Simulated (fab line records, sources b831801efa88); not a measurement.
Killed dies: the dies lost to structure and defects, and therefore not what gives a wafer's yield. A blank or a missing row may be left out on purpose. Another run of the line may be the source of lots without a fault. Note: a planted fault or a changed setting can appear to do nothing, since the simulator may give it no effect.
Which tool is to blame? / flow gf180mcu / Sampling: 11 lots, 33 wafers, 3 of 602 route steps

## WHAT THE GAUGES READ, wafer by wafer
GF_V3_CD_MEAS_14: target cd 260 nm. Usual: cdNm at 260.1 nm, with a standard deviation of 1.2.
lot=L227; measured=day 22 04:29; on=cdSem-02; cdNm (nm)=262.1 262.3 260.8; flag=
lot=L231; measured=day 23 16:51; on=cdSem-02; cdNm (nm)=260.6 261.2 260.3; flag=
lot=L234; measured=day 24 21:25; on=cdSem-02; cdNm (nm)=242.7 242.3 241.4 242.5 242.6 241.3; flag=OFF
lot=L235; measured=day 25 05:14; on=cdSem-02; cdNm (nm)=259.9 259.7 259.9; flag=
lot=L236; measured=day 25 08:51; on=cdSem-01; cdNm (nm)=247.7 248.8 247.2 247.5 248.7 247.2; flag=OFF
lot=L243; measured=day 27 19:08; on=cdSem-01; cdNm (nm)=260.3 260.7 260.3; flag=
lot=L244; measured=day 28 04:11; on=cdSem-02; cdNm (nm)=258.0 259.0 258.3; flag=
lot=L246; measured=day 28 18:23; on=cdSem-01; cdNm (nm)=261.5 262.3 263.1; flag=
lot=L248; measured=day 29 07:06; on=cdSem-02; cdNm (nm)=259.8 260.7 259.7; flag=
lot=L249; measured=day 29 13:44; on=cdSem-02; cdNm (nm)=261.0 260.5 260.4; flag=
lot=L250; measured=day 29 19:29; on=cdSem-02; cdNm (nm)=258.9 259.1 259.0; flag=

## TOOL THAT RAN EACH LOT (tool first, then ch and the chambers of the sampled wafers, then the start)
lot=L227; GF_V2_CMP_26=cmp-01 ch 0,3, day 20 02:46; GF_V3_PEB_12=lithoTrack-04 ch 0, day 22 04:08
lot=L231; GF_V2_CMP_26=cmp-01 ch 1,2, day 21 16:59; GF_V3_PEB_12=lithoTrack-01 ch 0, day 23 16:30
lot=L234; GF_V2_CMP_26=cmp-02 ch 0,1, day 22 22:23; GF_V3_PEB_12=lithoTrack-01 ch 0, day 24 21:05
lot=L235; GF_V2_CMP_26=cmp-02 ch 1,2,3, day 23 07:14; GF_V3_PEB_12=lithoTrack-02 ch 0, day 25 04:53
lot=L236; GF_V2_CMP_26=cmp-02 ch 0,1,2, day 23 11:37; GF_V3_PEB_12=lithoTrack-01 ch 0, day 25 08:30
lot=L243; GF_V2_CMP_26=cmp-01 ch 1,2,3, day 26 00:40; GF_V3_PEB_12=lithoTrack-01 ch 0, day 27 18:49
lot=L244; GF_V2_CMP_26=cmp-01 ch 1,2, day 26 10:41; GF_V3_PEB_12=lithoTrack-01 ch 0, day 28 03:52
lot=L246; GF_V2_CMP_26=cmp-01 ch 0,1,2, day 27 00:37; GF_V3_PEB_12=lithoTrack-02 ch 0, day 28 18:02
lot=L248; GF_V2_CMP_26=cmp-01 ch 1,2,3, day 27 14:17; GF_V3_PEB_12=lithoTrack-01 ch 0, day 29 06:45
lot=L249; GF_V2_CMP_26=cmp-02 ch 0,1,3, day 27 21:25; GF_V3_PEB_12=lithoTrack-02 ch 0, day 29 13:23
lot=L250; GF_V2_CMP_26=cmp-01 ch 1,3, day 28 03:24; GF_V3_PEB_12=lithoTrack-02 ch 0, day 29 19:08
- GF_V2_CMP_26: polishes, stops on SiO2, t overpolish 15 s, target thk 0 nm.
- GF_V3_PEB_12: peb time 90 s.

## AS READ BY THE TOOLS THEMSELVES (means over the sampled wafers that have a number; for cases with no such wafer, the mark the record gives instead)
GF_V2_CMP_26. Usual: motorCurrentA 11.7 A, standard deviation 0.95; overpolishRunS 15.000 s, standard deviation 0.0095; timeToEndpointS 85 s, standard deviation 3.3.
lot=L227; tool=cmp-01; motorCurrentA (A)=11.8; overpolishRunS (s)=15.006; timeToEndpointS (s)=88; flag=
lot=L231; tool=cmp-01; motorCurrentA (A)=10.6; overpolishRunS (s)=15.006; timeToEndpointS (s)=86; flag=
lot=L234; tool=cmp-02; motorCurrentA (A)=11.9; overpolishRunS (s)=14.995; timeToEndpointS (s)=87; flag=
lot=L235; tool=cmp-02; motorCurrentA (A)=12.2; overpolishRunS (s)=15.005; timeToEndpointS (s)=83; flag=
lot=L236; tool=cmp-02; motorCurrentA (A)=12.3; overpolishRunS (s)=14.993; timeToEndpointS (s)=85; flag=
lot=L243; tool=cmp-01; motorCurrentA (A)=11.9; overpolishRunS (s)=15.007; timeToEndpointS (s)=82; flag=
lot=L244; tool=cmp-01; motorCurrentA (A)=10.8; overpolishRunS (s)=15.004; timeToEndpointS (s)=85; flag=
lot=L246; tool=cmp-01; motorCurrentA (A)=10.8; overpolishRunS (s)=15.012; timeToEndpointS (s)=85; flag=
lot=L248; tool=cmp-01; motorCurrentA (A)=11.7; overpolishRunS (s)=15.004; timeToEndpointS (s)=85; flag=
lot=L249; tool=cmp-02; motorCurrentA (A)=12.2; overpolishRunS (s)=14.999; timeToEndpointS (s)=86; flag=
lot=L250; tool=cmp-01; motorCurrentA (A)=11.8; overpolishRunS (s)=14.991; timeToEndpointS (s)=86; flag=

GF_V3_PEB_12. Usual: heaterPowerTotalW 85.69 W, standard deviation 0.086; plateTempC 135.01 C, standard deviation 0.16.
lot=L227; tool=lithoTrack-04; heaterPowerTotalW (W)=85.69; plateTempC (C)=135.01; flag=
lot=L231; tool=lithoTrack-01; heaterPowerTotalW (W)=85.67; plateTempC (C)=134.97; flag=
lot=L234; tool=lithoTrack-01; heaterPowerTotalW (W)=81.75; plateTempC (C)=130.20; flag=OFF
lot=L235; tool=lithoTrack-02; heaterPowerTotalW (W)=85.81; plateTempC (C)=135.16; flag=
lot=L236; tool=lithoTrack-01; heaterPowerTotalW (W)=81.75; plateTempC (C)=130.47; flag=OFF
lot=L243; tool=lithoTrack-01; heaterPowerTotalW (W)=85.69; plateTempC (C)=134.85; flag=
lot=L244; tool=lithoTrack-01; heaterPowerTotalW (W)=85.68; plateTempC (C)=135.02; flag=
lot=L246; tool=lithoTrack-02; heaterPowerTotalW (W)=85.71; plateTempC (C)=135.18; flag=
lot=L248; tool=lithoTrack-01; heaterPowerTotalW (W)=85.72; plateTempC (C)=135.19; flag=
lot=L249; tool=lithoTrack-02; heaterPowerTotalW (W)=85.63; plateTempC (C)=134.94; flag=
lot=L250; tool=lithoTrack-02; heaterPowerTotalW (W)=85.60; plateTempC (C)=134.69; flag=

## THE ANSWER, worked out from the rows above alone
Rule: lot off if the mean of its wafers having a number is beyond 3 standard deviations from the usual mean. Also off: a lot with no number at a reading for which 4 or more lots have one. All remaining lots with rows at the step are treated as sound. After the gauges, taken in route order, come the tools' own readings; for these a lot's mean is taken, as printed above. At the first step where some lot is off, the reading lying furthest off is the one used; lots without a number count as furthest.
Off: L234, L236, at GF_V3_CD_MEAS_14 (cdNm).
If a tool, at a process step before that reading, ran all the lots that are off and no sound lot after the first of them, it fits. Not tried: the gauges at GF_V3_CD_MEAS_14; whatever is off there is also off at GF_V3_PEB_12, on other tools, and gauge error can't account for it. Of those tried, none fits.

## WHAT WAS PUT IN BY THE SIMULATOR
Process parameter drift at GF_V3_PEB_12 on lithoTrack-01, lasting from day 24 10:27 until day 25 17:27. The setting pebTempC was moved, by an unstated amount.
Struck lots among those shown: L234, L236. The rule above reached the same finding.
